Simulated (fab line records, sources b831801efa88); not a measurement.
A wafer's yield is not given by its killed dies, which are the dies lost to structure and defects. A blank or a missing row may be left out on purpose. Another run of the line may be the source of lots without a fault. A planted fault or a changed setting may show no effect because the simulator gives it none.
Chamber matching | flow gf180mcu | 3 sister chambers for GF_V3_CVD_02 on pecvd-03
The step deposits SiO2 from TEOS, target thk 850 nm, time 94.851 s. 3 wafers are shown with their chamber, then 8 later ones without.

WAFERS WITH THEIR CHAMBER
wafer  | chamber | heater-power-outer-w (W)
L091.1 | 0       | 488
L091.5 | 1       | 409
L092.1 | 2       | 386

WAFERS WHOSE CHAMBER IS MISSING
wafer  | heater-power-outer-w (W)
L092.4 | 389
L092.6 | 420
L093.1 | 423
L093.2 | 342
L093.3 | 387
L095.3 | 325
L095.5 | 390
L095.6 | 370

WHICH CHAMBER EACH WENT THROUGH
wafer  | from the rows above          | in truth
L092.4 | can't be placed: 2 or 1      | 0
L092.6 | can't be placed: 1 or 2      | 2
L093.1 | can't be placed: 1 or 2 or 0 | 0
L093.2 | can't be placed: 2 or 1      | 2
L093.3 | can't be placed: 2 or 1      | 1
L095.3 | can't be placed: 2 or 1      | 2
L095.5 | can't be placed: 2 or 1      | 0
L095.6 | can't be placed: 2 or 1      | 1
0 of 8 placed correctly. These rows do not allow placing 8 (true chamber among the candidates in 6). Number placed wrongly: 0.
How it was worked out, from the rows above alone: a wafer's distance from a chamber is the root of the sum, over the readings, of the square of ((its reading less the chamber's mean) divided by the reading's scatter). The wafer belongs to the nearest chamber; if the next one is less than 2 further off, it can't be placed. For every chamber, the mean is computed from those of its wafers that are shown. The scatter: with one shown wafer a chamber, the root of the mean of the squares of how far each hidden wafer lies from its nearest shown one.
